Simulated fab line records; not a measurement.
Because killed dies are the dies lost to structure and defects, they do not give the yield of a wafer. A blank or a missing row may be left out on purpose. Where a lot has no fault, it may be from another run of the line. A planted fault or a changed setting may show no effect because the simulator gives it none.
fab line records	flow sky130
record lots=5	wafers=15	last_day=50
route steps=708 shown METAL5@670 PASSIVATION@681 PAD_OPEN@694
lots that met no fault: from a run of the same line without faults
start_h: hours from the record's first day to the start of the lot's first wafer shown	wait_h: hours from the lot's prior step to this one	" identical to the entry in the row above	L1.1+2: a single row standing in for several wafers	- no value, or no start was given	* or withheld: withheld	< > ~ a bound
route shown NAME@n: names a module that has steps shown in the file, with the first one's number in the route	usual: the fault-free wafers' mean and standard deviation	same: alike in all rows	chamber/n: place in a boat	sites: readings site by site	_std_site: standard deviation across them	_edge_site: mean of outer sites minus mean of inner sites	radius_mm: for every site, how far away it sits from the centre of the wafer	mask NAME#n: copy n	behind: the most recent tool/chamber to have shaped the wafer	hold: why the lot went on hold/how many hours it stayed there/how the hold came to an end	device: names the non-switching transistor (n, p or np)	end of line: the same wafers' tests at the end of the route	a step with no rows: only its recipe	killed: not the wafer's yield, but the dies lost to structure and defects at the first sort	map: per-die view of a wafer (x killed, . not killed, _ where there is no die)
set.NAME: setting as actually run; set.NAME@STEP: the setting as run at that earlier step	model.NAME: the simulator's own value behind a step, which no gauge read
lots at some steps of the route; a table a step, a row a wafer
services: the hour from which a tool's chamber was out of use, counted from the record's first day as start_h (under 0 if before that day), plus the number of hours and why
## steps
# step SKY_METAL5_COAT_09
# recipe resist=NOVOLAK	spin_rpm=3000	resist_thk_nm=1800
lot.wafer	tool	chamber	start_h	wait_h
L075.1+3+6	litho_track-04	0	1031.89	0.1
L081.4+5+6	litho_track-01	0	1063.40	0.1
L084.3+5+6	litho_track-04	0	1088.94	0.1
L086.1+3+4	litho_track-01	0	1098.28	0.1
L096.1+3+5	litho_track-03	0	1152.16	0.1
# step SKY_METAL5_SOFTBAKE_10
# recipe temp_c=90	time_s=60	resist=NOVOLAK
lot.wafer	tool	chamber	start_h	wait_h
L075.1+3+6	litho_track-04	0	1032.04	0.1
L081.4+5+6	litho_track-01	0	1063.55	0.1
L084.3+5+6	litho_track-04	0	1089.09	0.1
L086.1+3+4	litho_track-01	0	1098.43	0.1
L096.1+3+5	litho_track-03	0	1152.31	0.1
# step SKY_METAL5_EXPOSE_11
# recipe mask_id=MM5	na=0.6	source_shape=conventional	sigma_outer=0.6	polarization=unpolarized	target_cd_nm=1600	dose_mj=190
# usual reticle_temp_C=22.99/0.11
lot.wafer	tool	chamber	start_h	wait_h	mask	reticle_temp_C
L075.1	iline_stepper-02	0	-	-	MM5#0	23.07
L075.3	"	0	"	"	MM5#0	23.02
L075.6	"	0	"	"	MM5#0	22.95
L081.4	iline_stepper-02	0	-	-	MM5#0	22.95
L081.5	"	0	"	"	MM5#0	22.75
L081.6	"	0	"	"	MM5#0	22.85
L084.3	iline_stepper-02	0	-	-	MM5#0	22.93
L084.5	"	0	"	"	MM5#0	22.90
L084.6	"	0	"	"	MM5#0	23.10
L086.1	iline_stepper-01	0	-	-	MM5#0	23.23
L086.3	"	0	"	"	MM5#0	23.07
L086.4	"	0	"	"	MM5#0	23.18
L096.1	iline_stepper-02	0	-	-	MM5#0	23.07
L096.3	"	0	"	"	MM5#0	23.15
L096.5	"	0	"	"	MM5#0	23.05
# step SKY_METAL5_PEB_12
# recipe temp_c=withheld	time_s=*	resist=NOVOLAK
lot.wafer	tool	chamber	start_h	wait_h
L075.1+3+6	litho_track-03	0	-	-
L081.4+5+6	litho_track-04	0	-	-
L084.3+5+6	litho_track-04	0	-	-
L086.1+3+4	litho_track-01	0	-	-
L096.1+3+5	litho_track-04	0	-	-
# step SKY_METAL5_DEVELOP_13
# recipe resist=NOVOLAK	developer=TMAH	develop_time_s=60	dev_temp_c=23
lot.wafer	tool	chamber	start_h	wait_h
L075.1+3+6	litho_track-03	0	1042.81	0.1
L081.4+5+6	litho_track-04	0	1074.27	0.1
L084.3+5+6	litho_track-04	0	1099.29	0.1
L086.1+3+4	litho_track-01	0	1108.53	0.1
L096.1+3+5	litho_track-04	0	1161.00	0.1
# step SKY_METAL5_DESCUM_14
# recipe chemistry=O2	source_power_w=150	bias_power_w=0	pressure_mtorr=10	temp_c=40	time_s=11
# usual drypump_motor_current_A=5.6/0.47	oes_product_au=1.000/0.015
lot.wafer	tool	chamber	start_h	wait_h	drypump_motor_current_A	oes_product_au	rf_hours_counter_h
L075.1	rie_metal-03	0	1042.96	0.1	4.9	0.999	8
L075.3	"	0	"	"	4.9	1.006	-
L075.6	"	0	"	"	4.9	1.002	-
L081.4	rie_metal-04	1	1074.36	0.1	6.0	1.000	-
L081.5	"	1	"	"	6.1	0.999	-
L081.6	"	0	"	"	6.5	1.006	-
L084.3	rie_metal-01	0	1099.41	0.1	5.5	0.986	-
L084.5	"	0	"	"	5.5	0.986	-
L084.6	"	1	"	"	5.6	0.988	-
L086.1	rie_metal-04	0	1108.68	0.1	6.5	0.998	9
L086.3	"	0	"	"	6.5	1.009	-
L086.4	"	1	"	"	6.0	1.003	-
L096.1	rie_metal-01	1	1161.15	0.1	5.6	0.986	18
L096.3	"	1	"	"	5.6	0.982	-
L096.5	"	0	"	"	5.5	0.987	-
# step SKY_METAL5_METAL_ETCH_15
# recipe target_depth_a=12600	stop_on=SiO2	over_etch_frac=0.2	time_s=252	chemistry=Cl2/BCl3	resist_sidewall_deg=86	pressure_mtorr=10	icp_w=900	bias_w=48.5	Cl2_flow_sccm=60	bcl3_flow_sccm=30
# usual drypump_motor_current_A=5.6/0.47	oes_product_au=0.894/0.005	throttle_valve_pct=22.265/0.0098
lot.wafer	tool	chamber	start_h	wait_h	drypump_motor_current_A	oes_product_au	rf_hours_counter_h	throttle_valve_pct
L075.1	rie_metal-03	0	1043.00	0.0	4.9	0.890	8	22.251
L075.3	"	0	"	"	4.9	0.896	-	22.247
L075.6	"	0	"	"	4.9	0.894	-	22.256
L081.4	rie_metal-04	1	1074.46	0.1	6.0	0.900	-	22.261
L081.5	"	1	"	"	6.0	0.888	-	22.268
L081.6	"	0	"	"	6.5	0.899	-	22.263
L084.3	rie_metal-01	0	1099.51	0.1	5.5	0.900	-	22.276
L084.5	"	0	"	"	5.5	0.892	-	22.270
L084.6	"	1	"	"	5.6	0.898	-	22.272
L086.1	rie_metal-04	0	1108.71	0.0	6.5	0.896	9	22.290
L086.3	"	0	"	"	6.5	0.892	-	22.272
L086.4	"	1	"	"	6.0	0.898	-	22.266
L096.1	rie_metal-01	1	1161.18	0.0	5.6	0.899	18	22.271
L096.3	"	1	"	"	5.5	0.897	-	22.268
L096.5	"	0	"	"	5.5	0.887	-	22.256
# step SKY_METAL5_STRIP_16
# recipe chemistry=O2/N2	power_w=1400	pressure_mtorr=1500	platen_temp_c=withheld	o2_flow_sccm=3000	n2_flow_sccm=300	overash_fraction=0.5
# usual drypump_motor_current_A=5.5/0.36	oes_product_au=0.711/0.0045	strip_time_to_endpoint_s=13.04/0.2
lot.wafer	tool	chamber	start_h	wait_h	drypump_motor_current_A	oes_product_au	rf_hours_counter_h	strip_time_to_endpoint_s
L075.1	plasma_asher-03	0	1043.23	0.2	5.2	0.713	121	12.99
L075.3	"	1	"	"	6.2	0.715	-	12.94
L075.6	"	1	"	"	6.2	0.705	-	12.91
L081.4	plasma_asher-02	0	1074.65	0.1	5.2	0.702	-	12.95
L081.5	"	0	"	"	5.2	0.715	-	12.99
L081.6	"	1	"	"	5.9	0.716	-	12.88
L084.3	plasma_asher-01	0	1099.70	0.1	5.4	0.718	-	13.17
L084.5	"	1	"	"	5.3	0.706	-	13.24
L084.6	"	0	"	"	5.5	0.711	-	13.32
L086.1	plasma_asher-02	0	1108.95	0.2	5.2	0.711	69	13.04
L086.3	"	1	"	"	5.9	0.710	-	13.03
L086.4	"	0	"	"	5.2	0.708	-	13.08
L096.1	plasma_asher-03	0	1161.42	0.2	5.3	0.708	9	13.26
L096.3	"	1	"	"	6.2	0.710	-	13.33
L096.5	"	1	"	"	6.2	0.716	-	13.12
# step SKY_METAL5_STRIP_17
# recipe chemistry=post_etch_residue_remover	time_s=1200	temp_c=72.5
lot.wafer	tool	chamber	start_h	wait_h
L075.1+3+6	wet_bench-01	1	1043.33	0.1
L081.4+5+6	wet_bench-02	0	1074.71	0.0
L084.3+5+6	wet_bench-02	1	1099.76	0.0
L086.1+3+4	wet_bench-02	0	1109.05	0.1
L096.1+3+5	wet_bench-02	3	1161.52	0.1
# step SKY_METAL5_CLEAN_18
# recipe chemistry=IPA	time_s=180	temp_c=25
lot.wafer	tool	chamber	start_h	wait_h
L075.1+3+6	wet_bench-02	2	1043.67	0.0
L081.4+5+6	wet_bench-03	2	1075.06	0.0
L084.3+5+6	wet_bench-03	0	1100.11	0.0
L086.1+3+4	wet_bench-03	3	1109.39	0.0
L096.1+3+5	wet_bench-03	0	1161.86	0.0
# step SKY_METAL5_CLEAN_19
# recipe chemistry=O3/DIW	dry=n2_spin
lot.wafer	tool	chamber	start_h	wait_h
L075.1+3+6	wet_bench-01	3	1043.73	0.0
L081.4+5+6	wet_bench-01	3	1075.11	0.0
L084.3+5+6	wet_bench-02	0	1100.16	0.0
L086.1+3+4	wet_bench-02	3	1109.45	0.0
L096.1+3+5	wet_bench-02	2	1161.92	0.0
# step SKY_PASSIVATION_CVD_00
# recipe material=SiO2	target_thk_nm=90	temp_c=400	time_s=withheld	rf_w=600
# usual heater_power_w=708/75
lot.wafer	tool	chamber	start_h	wait_h	heater_power_w
L075.1	pecvd-01	2	1043.82	0.0	739
L075.3	"	2	"	"	746
L075.6	"	0	"	"	642
L081.4	pecvd-01	2	1075.22	0.0	811
L081.5	"	0	"	"	775
L081.6	"	2	"	"	645
L084.3	pecvd-01	0	1100.26	0.0	712
L084.5	"	2	"	"	821
L084.6	"	0	"	"	725
L086.1	pecvd-01	2	1109.54	0.0	741
L086.3	"	0	"	"	787
L086.4	"	1	"	"	734
L096.1	pecvd-03	0	1162.01	0.0	602
L096.3	"	1	"	"	687
L096.5	"	1	"	"	688
# step SKY_PASSIVATION_THK_MEAS_01
# recipe reads=SiO2_of_PASSIVATION_CVD_00
# usual PASSIVATION_CVD_00_THK=90.1/1.1
lot.wafer	tool	chamber	start_h	wait_h	PASSIVATION_CVD_00_THK[nm]
L075.1	film_metro-02	-	1043.86	-	89.8
L075.3	"	-	"	"	89.7
L075.6	"	-	"	"	89.8
L081.4	film_metro-03	-	1075.28	-	89.9
L081.5	"	-	"	"	90.5
L081.6	"	-	"	"	90.6
L084.3	film_metro-03	-	1100.30	-	89.9
L084.5	"	-	"	"	90.9
L084.6	"	-	"	"	90.3
L086.1	film_metro-02	-	1109.56	-	88.3
L086.3	"	-	"	"	88.4
L086.4	"	-	"	"	91.3
L096.1	film_metro-01	-	1162.04	-	90.1
L096.3	"	-	"	"	91.3
L096.5	"	-	"	"	91.5
# step SKY_PASSIVATION_CVD_02
# recipe material=Si3N4	target_thk_nm=540	temp_c=400	time_s=withheld	rf_w=450
# usual heater_power_w=746/85
lot.wafer	tool	chamber	start_h	wait_h	heater_power_w
L075.1	pecvd-03	0	1043.92	0.1	549
L075.3	"	0	"	"	591
L075.6	"	0	"	"	622
L081.4	pecvd-03	1	1075.42	0.1	742
L081.5	"	2	"	"	594
L081.6	"	0	"	"	625
L084.3	pecvd-04	2	1100.34	0.0	605
L084.5	"	1	"	"	763
L084.6	"	2	"	"	650
L086.1	pecvd-04	2	1109.62	0.1	719
L086.3	"	1	"	"	691
L086.4	"	0	"	"	826
L096.1	pecvd-04	0	1162.10	0.1	829
L096.3	"	2	"	"	689
L096.5	"	0	"	"	859
# step SKY_PASSIVATION_THK_MEAS_03
# recipe reads=Si3N4_of_PASSIVATION_CVD_02
# usual PASSIVATION_CVD_02_THK=541/7.8
lot.wafer	tool	chamber	start_h	wait_h	PASSIVATION_CVD_02_THK[nm]
L075.1	film_metro-02	-	1044.25	-	527
L075.3	"	-	"	"	540
L075.6	"	-	"	"	528
L081.4	film_metro-02	-	1075.56	-	542
L081.5	"	-	"	"	537
L081.6	"	-	"	"	546
L084.3	film_metro-02	-	1100.58	-	537
L084.5	"	-	"	"	531
L084.6	"	-	"	"	538
L086.1	film_metro-01	-	1109.85	-	524
L086.3	"	-	"	"	522
L086.4	"	-	"	"	532
L096.1	film_metro-03	-	1162.32	-	537
L096.3	"	-	"	"	541
L096.5	"	-	"	"	539
# step SKY_PASSIVATION_DEHYDRATE_04
# recipe temp_c=200	time_s=60
lot.wafer	tool	chamber	start_h	wait_h
L075.1+3+6	litho_track-03	0	1054.76	10.5
L081.4+5+6	litho_track-03	0	1085.64	10.1
L084.3+5+6	litho_track-01	0	1110.53	9.9
L086.1+3+4	litho_track-01	0	1118.88	9.0
L096.1+3+5	litho_track-03	0	1170.26	7.9
# step SKY_PASSIVATION_HMDS_05
# recipe prime_time_s=60	prime_temp_c=120
lot.wafer	tool	chamber	start_h	wait_h
L075.1+3+6	litho_track-03	0	1054.91	0.1
L081.4+5+6	litho_track-03	0	1085.79	0.1
L084.3+5+6	litho_track-01	0	1110.68	0.1
L086.1+3+4	litho_track-01	0	1119.03	0.1
L096.1+3+5	litho_track-03	0	1170.41	0.1
# step SKY_PASSIVATION_COAT_06
# recipe spin_rpm=2000	resist_thk_nm=3000
lot.wafer	tool	chamber	start_h	wait_h
L075.1+3+6	litho_track-03	0	1055.06	0.1
L081.4+5+6	litho_track-03	0	1085.94	0.1
L084.3+5+6	litho_track-01	0	1110.83	0.1
L086.1+3+4	litho_track-01	0	1119.18	0.1
L096.1+3+5	litho_track-03	0	1170.56	0.1
# step SKY_PASSIVATION_SOFTBAKE_07
# recipe temp_c=110	time_s=withheld
lot.wafer	tool	chamber	start_h	wait_h
L075.1+3+6	litho_track-03	0	1055.21	0.1
L081.4+5+6	litho_track-03	0	1086.11	0.1
L084.3+5+6	litho_track-01	0	1110.99	0.1
L086.1+3+4	litho_track-01	0	1119.33	0.1
L096.1+3+5	litho_track-03	0	1170.71	0.1
# step SKY_PASSIVATION_EXPOSE_08
# recipe mask_id=NSM	target_cd_nm=3000	na=0.57	dose_mj=260
# usual reticle_temp_C=23.01/0.11
lot.wafer	tool	chamber	start_h	wait_h	mask	reticle_temp_C
L075.1	iline_stepper-02	0	-	-	NSM#0	23.19
L075.3	"	0	"	"	NSM#0	23.09
L075.6	"	0	"	"	NSM#0	23.27
L081.4	iline_stepper-01	0	-	-	NSM#0	23.02
L081.5	"	0	"	"	NSM#0	22.90
L081.6	"	0	"	"	NSM#0	23.09
L084.3	iline_stepper-02	0	-	-	NSM#0	22.82
L084.5	"	0	"	"	NSM#0	23.00
L084.6	"	0	"	"	NSM#0	22.98
L086.1	iline_stepper-02	0	-	-	NSM#0	23.02
L086.3	"	0	"	"	NSM#0	22.87
L086.4	"	0	"	"	NSM#0	23.07
L096.1	iline_stepper-01	0	-	-	NSM#0	22.96
L096.3	"	0	"	"	NSM#0	22.94
L096.5	"	0	"	"	NSM#0	23.00
# step SKY_PASSIVATION_PEB_09
# recipe temp_c=115	time_s=withheld
lot.wafer	tool	chamber	start_h	wait_h
L075.1+3+6	litho_track-01	0	-	-
L081.4+5+6	litho_track-03	0	-	-
L084.3+5+6	litho_track-02	0	-	-
L086.1+3+4	litho_track-02	0	-	-
L096.1+3+5	litho_track-03	0	-	-
# step SKY_PASSIVATION_DEVELOP_10
# recipe develop_time_s=60	dev_temp_c=23
lot.wafer	tool	chamber	start_h	wait_h
L075.1+3+6	litho_track-01	0	-	-
L081.4+5+6	litho_track-03	0	-	-
L084.3+5+6	litho_track-02	0	-	-
L086.1+3+4	litho_track-02	0	-	-
L096.1+3+5	litho_track-03	0	-	-
# step SKY_PASSIVATION_ETCH_11
# recipe chemistry=CF4/O2	target_depth_nm=725	stop_on=AlCu	source_w=800	bias_w=150	pressure_mtorr=150	cf4_flow_sccm=80	O2_flow_sccm=10	time_s=161.1
# usual drypump_motor_current_A=5.9/0.43	oes_product_au=0.977/0.0082	throttle_valve_pct=5.966/0.0093
lot.wafer	tool	chamber	start_h	wait_h	drypump_motor_current_A	oes_product_au	rf_hours_counter_h	throttle_valve_pct
L075.1	rie_diel-03	3	1065.53	-	6.2	0.969	16	5.959
L075.3	"	3	"	"	6.2	0.967	-	5.973
L075.6	"	1	"	"	5.7	0.965	-	5.961
L081.4	rie_diel-03	3	1096.31	-	6.2	0.983	17	5.980
L081.5	"	2	"	"	6.1	0.973	-	5.965
L081.6	"	3	"	"	6.2	0.985	-	5.956
L084.3	rie_diel-01	1	1120.74	-	6.0	0.975	7	5.975
L084.5	"	2	"	"	6.1	0.975	-	5.968
L084.6	"	3	"	"	5.1	0.965	-	5.972
L086.1	rie_diel-03	1	1128.84	-	5.7	0.959	16	5.959
L086.3	"	0	"	"	5.3	0.970	2	5.953
L086.4	"	3	"	"	6.2	0.974	18	5.981
L096.1	rie_diel-04	2	1179.21	-	6.2	0.985	14	5.978
L096.3	"	0	"	"	5.8	0.983	23	5.961
L096.5	"	1	"	"	5.1	0.977	-	5.973
# step SKY_PASSIVATION_STRIP_12
# recipe chemistry=O2/N2	power_w=1400	pressure_mtorr=1500	platen_temp_c=withheld	overash_fraction=0.7	o2_flow_sccm=3000	n2_flow_sccm=300
# usual drypump_motor_current_A=5.4/0.41	oes_product_au=0.661/0.0043	strip_time_to_endpoint_s=31.54/0.13
lot.wafer	tool	chamber	start_h	wait_h	drypump_motor_current_A	oes_product_au	rf_hours_counter_h	strip_time_to_endpoint_s
L075.1	plasma_asher-04	1	1065.69	0.1	4.9	0.659	96	31.43
L075.3	"	1	"	"	4.9	0.661	-	31.42
L075.6	"	0	"	"	5.5	0.670	-	31.60
L081.4	plasma_asher-03	0	1096.45	0.1	5.3	0.655	-	31.48
L081.5	"	0	"	"	5.3	0.662	-	31.47
L081.6	"	1	"	"	6.2	0.654	-	31.50
L084.3	plasma_asher-02	1	1120.88	0.1	5.9	0.659	-	31.71
L084.5	"	0	"	"	5.2	0.662	-	31.74
L084.6	"	1	"	"	5.9	0.662	-	31.77
L086.1	plasma_asher-02	1	1128.95	0.1	5.9	0.665	71	31.85
L086.3	"	0	"	"	5.2	0.661	-	31.63
L086.4	"	1	"	"	5.8	0.663	-	31.56
L096.1	plasma_asher-03	1	1179.32	0.1	6.2	0.659	11	31.56
L096.3	"	1	"	"	6.2	0.656	-	31.49
L096.5	"	0	"	"	5.3	0.662	-	31.43
# step SKY_PAD_OPEN_DEHYDRATE_00
# recipe temp_c=200	time_s=60
lot.wafer	tool	chamber	start_h	wait_h
L075.1+3+6	litho_track-02	0	1075.84	10.1
L081.4+5+6	litho_track-02	0	1106.27	9.8
L084.3+5+6	litho_track-02	0	1130.04	9.1
L086.1+3+4	litho_track-04	0	1138.25	9.3
L096.1+3+5	litho_track-02	0	1186.55	7.2
# step SKY_PAD_OPEN_HMDS_01
# recipe prime_time_s=60	prime_temp_c=120
lot.wafer	tool	chamber	start_h	wait_h
L075.1+3+6	litho_track-02	0	1075.99	0.1
L081.4+5+6	litho_track-02	0	1106.42	0.1
L084.3+5+6	litho_track-02	0	1130.19	0.1
L086.1+3+4	litho_track-04	0	1138.40	0.1
L096.1+3+5	litho_track-02	0	1186.70	0.1
# step SKY_PAD_OPEN_COAT_02
# recipe spin_rpm=2000	resist_thk_nm=3000
lot.wafer	tool	chamber	start_h	wait_h
L075.1+3+6	litho_track-02	0	1076.14	0.1
L081.4+5+6	litho_track-02	0	1106.57	0.1
L084.3+5+6	litho_track-02	0	1130.34	0.1
L086.1+3+4	litho_track-04	0	1138.55	0.1
L096.1+3+5	litho_track-02	0	1186.85	0.1
# step SKY_PAD_OPEN_SOFTBAKE_03
# recipe temp_c=110	time_s=withheld
lot.wafer	tool	chamber	start_h	wait_h
L075.1+3+6	litho_track-02	0	1076.29	0.1
L081.4+5+6	litho_track-02	0	1106.74	0.1
L084.3+5+6	litho_track-02	0	1130.51	0.1
L086.1+3+4	litho_track-04	0	1138.70	0.1
L096.1+3+5	litho_track-02	0	1187.00	0.1
# step SKY_PAD_OPEN_EXPOSE_04
# recipe mask_id=PDM	target_cd_nm=60000	na=0.57	dose_mj=260
# usual reticle_temp_C=23.01/0.11
lot.wafer	tool	chamber	start_h	wait_h	mask	reticle_temp_C
L075.1	iline_stepper-02	0	-	-	PDM#0	22.89
L075.3	"	0	"	"	PDM#0	22.99
L075.6	"	0	"	"	PDM#0	22.83
L081.4	iline_stepper-01	0	-	-	PDM#0	22.94
L081.5	"	0	"	"	PDM#0	23.12
L081.6	"	0	"	"	PDM#0	22.91
L084.3	iline_stepper-01	0	-	-	PDM#0	23.15
L084.5	"	0	"	"	PDM#0	23.16
L084.6	"	0	"	"	PDM#0	23.09
L086.1	iline_stepper-02	0	-	-	PDM#0	23.08
L086.3	"	0	"	"	PDM#0	23.16
L086.4	"	0	"	"	PDM#0	23.24
L096.1	iline_stepper-02	0	-	-	PDM#0	22.99
L096.3	"	0	"	"	PDM#0	23.03
L096.5	"	0	"	"	PDM#0	22.97
# step SKY_PAD_OPEN_PEB_05
# recipe temp_c=115	time_s=withheld
lot.wafer	tool	chamber	start_h	wait_h
L075.1+3+6	litho_track-02	0	-	-
L081.4+5+6	litho_track-04	0	-	-
L084.3+5+6	litho_track-02	0	-	-
L086.1+3+4	litho_track-01	0	-	-
L096.1+3+5	litho_track-01	0	-	-
# step SKY_PAD_OPEN_DEVELOP_06
# recipe develop_time_s=60	dev_temp_c=23
lot.wafer	tool	chamber	start_h	wait_h
L075.1+3+6	litho_track-02	0	-	-
L081.4+5+6	litho_track-04	0	-	-
L084.3+5+6	litho_track-02	0	-	-
L086.1+3+4	litho_track-01	0	-	-
L096.1+3+5	litho_track-01	0	-	-
# step SKY_PAD_OPEN_ETCH_07
# recipe chemistry=CF4/O2	target_depth_nm=725	stop_on=AlCu	source_w=800	bias_w=150	pressure_mtorr=150	cf4_flow_sccm=80	O2_flow_sccm=10	time_s=161.1
# usual drypump_motor_current_A=5.8/0.46	oes_product_au=0.978/0.0071	throttle_valve_pct=5.965/0.0093
lot.wafer	tool	chamber	start_h	wait_h	drypump_motor_current_A	oes_product_au	rf_hours_counter_h	throttle_valve_pct
L075.1	rie_diel-01	2	1086.84	-	6.2	0.976	25	5.972
L075.3	"	0	"	"	6.7	0.976	24	5.950
L075.6	"	3	"	"	5.1	0.973	-	5.972
L081.4	rie_diel-02	0	1116.60	-	5.1	0.989	24	5.962
L081.5	"	3	"	"	5.8	0.967	-	5.956
L081.6	"	0	"	"	5.1	0.974	-	5.971
L084.3	rie_diel-04	1	1139.64	-	5.2	0.977	18	5.964
L084.5	"	3	"	"	6.0	0.975	-	5.956
L084.6	"	0	"	"	5.8	0.983	-	5.961
L086.1	rie_diel-04	1	1148.13	-	5.1	0.964	19	5.970
L086.3	"	0	"	"	5.8	0.972	23	5.960
L086.4	"	2	"	"	6.2	0.975	12	5.948
L096.1	rie_diel-01	3	1195.08	-	5.1	0.982	33	5.950
L096.3	"	1	"	"	6.0	0.977	10	5.971
L096.5	"	2	"	"	6.1	0.986	-	5.975
# step SKY_PAD_OPEN_STRIP_08
# recipe chemistry=O2/N2	power_w=1400	pressure_mtorr=1500	platen_temp_c=withheld	overash_fraction=0.7	o2_flow_sccm=3000	n2_flow_sccm=300
# usual drypump_motor_current_A=5.4/0.41	oes_product_au=0.663/0.0039
lot.wafer	tool	chamber	start_h	wait_h	drypump_motor_current_A	oes_product_au	rf_hours_counter_h
L075.1	plasma_asher-03	1	1086.95	0.1	6.2	0.666	2
L075.3	"	0	"	"	5.2	0.662	-
L075.6	"	1	"	"	6.2	0.664	-
L081.4	plasma_asher-04	0	1116.73	0.1	5.5	0.659	-
L081.5	"	1	"	"	4.9	0.661	-
L081.6	"	0	"	"	5.5	0.666	-
L084.3	plasma_asher-01	1	1139.78	0.1	5.3	0.663	-
L084.5	"	0	"	"	5.4	0.672	-
L084.6	"	1	"	"	5.3	0.664	-
L086.1	plasma_asher-03	0	1148.23	0.1	5.3	0.663	8
L086.3	"	1	"	"	6.2	0.669	-
L086.4	"	0	"	"	5.3	0.663	-
L096.1	plasma_asher-04	1	1195.18	0.1	4.9	0.668	108
L096.3	"	0	"	"	5.5	0.659	-
L096.5	"	0	"	"	5.5	0.661	-
# step SKY_PAD_OPEN_STRIP_09
# recipe chemistry=post_etch_residue_remover	time_s=1200	temp_c=72.5
lot.wafer	tool	chamber	start_h	wait_h
L075.1+3+6	wet_bench-04	3	1087.05	0.1
L081.4+5+6	wet_bench-03	2	1116.80	0.0
L084.3+5+6	wet_bench-02	2	1139.87	0.1
L086.1+3+4	wet_bench-02	2	1148.33	0.1
L096.1+3+5	wet_bench-02	3	1195.28	0.1
# step SKY_PAD_OPEN_CLEAN_10
# recipe chemistry=IPA	time_s=180	temp_c=25
lot.wafer	tool	chamber	start_h	wait_h
L075.1+3+6	wet_bench-03	3	1087.39	0.0
L081.4+5+6	wet_bench-04	3	1117.14	0.0
L084.3+5+6	wet_bench-03	1	1140.30	0.1
L086.1+3+4	wet_bench-04	0	1148.68	0.0
L096.1+3+5	wet_bench-04	3	1195.66	0.0
# step SKY_PAD_OPEN_CLEAN_11
# recipe chemistry=O3/DIW	dry=n2_spin
lot.wafer	tool	chamber	start_h	wait_h
L075.1+3+6	wet_bench-04	1	1087.46	0.0
L081.4+5+6	wet_bench-04	2	1117.21	0.0
L084.3+5+6	wet_bench-02	1	1140.37	0.0
L086.1+3+4	wet_bench-03	0	1148.73	0.0
L096.1+3+5	wet_bench-02	2	1195.72	0.0
# step SKY_PAD_OPEN_ANNEAL_12
# recipe temp_c=400	time_s=withheld	ambient=N2/H2	idle_temp_c=300	ramp_up_c_per_min=8	ramp_down_c_per_min=4
# usual ramp_down_c_per_min=4.0001/0.00074	ramp_up_c_per_min=7.9999/0.0013	zone_power_lower_pct=5.3/0.88
lot.wafer	tool	chamber	start_h	wait_h	ramp_down_c_per_min	ramp_up_c_per_min	zone_power_lower_pct
L075.1	furnace-01	0	1087.55	0.0	4.0012	8.0000	4.3
L075.3	"	0	"	"	4.0006	7.9998	4.3
L075.6	"	0	"	"	3.9986	8.0004	4.4
L081.4	furnace-02	0	1117.31	0.0	3.9994	8.0000	6.1
L081.5	"	0	"	"	4.0011	7.9982	6.0
L081.6	"	0	"	"	4.0000	7.9981	6.2
L084.3	furnace-02	0	1140.47	0.0	4.0007	7.9986	6.2
L084.5	"	0	"	"	3.9999	7.9979	6.1
L084.6	"	0	"	"	3.9998	7.9981	6.0
L086.1	furnace-02	0	1148.83	0.0	4.0007	8.0002	6.1
L086.3	"	0	"	"	4.0004	7.9986	6.1
L086.4	"	0	"	"	3.9988	8.0002	6.1
L096.1	furnace-02	0	1195.82	0.0	4.0006	7.9994	6.1
L096.3	"	0	"	"	4.0013	8.0017	6.1
L096.5	"	0	"	"	4.0014	8.0015	6.2
# step SKY_PAD_OPEN_BOW_MEAS_13
# recipe mode=bow
# usual PAD_OPEN_BOW=45/8.6
lot.wafer	tool	chamber	start_h	wait_h	PAD_OPEN_BOW[um]
L075.1	film_metro-03	-	1089.05	-	49
L075.3	"	-	"	"	40
L075.6	"	-	"	"	44
L081.4	film_metro-02	-	1118.87	-	40
L081.5	"	-	"	"	41
L081.6	"	-	"	"	39
L084.3	film_metro-04	-	1142.01	-	44
L084.5	"	-	"	"	42
L084.6	"	-	"	"	44
L086.1	film_metro-02	-	1150.33	-	28
L086.3	"	-	"	"	38
L086.4	"	-	"	"	43
L096.1	film_metro-04	-	1197.32	-	45
L096.3	"	-	"	"	39
L096.5	"	-	"	"	33
## services
tool	chamber	start_h	hours	kind
pecvd-03	2	1016.55	26.1	repair
rie_metal-01	-	1024.30	0.3	repair
rie_diel-01	3	1026.02	4.9	repair
rie_diel-03	2	1028.07	7.8	repair
pecvd-01	1	1032.69	24.3	repair
wet_bench-03	-	1039.45	4.8	repair
rie_metal-01	1	1049.29	3.8	repair
iline_stepper-01	-	1050.78	1.7	pm
plasma_asher-03	-	1055.25	9.0	pm
pecvd-03	-	1058.84	0.3	repair
rie_diel-04	-	1060.45	0.4	repair
rie_diel-03	2	1063.76	22.2	repair
rie_metal-01	1	1066.39	1.5	repair
rie_diel-01	0	1066.77	13.1	repair
pecvd-01	1	1069.38	10.3	repair
rie_diel-03	1	1074.69	2.7	repair
iline_stepper-02	-	1081.10	1.7	pm
plasma_asher-03	-	1106.47	2.8	pm
plasma_asher-03	-	1125.56	3.2	repair
furnace-02	-	1133.74	3.0	pm
rie_metal-01	-	1157.91	0.2	repair
plasma_asher-02	-	1161.04	2.0	repair
wet_bench-03	-	1192.00	5.0	repair
plasma_asher-03	-	1194.36	2.0	repair
## key
fault none
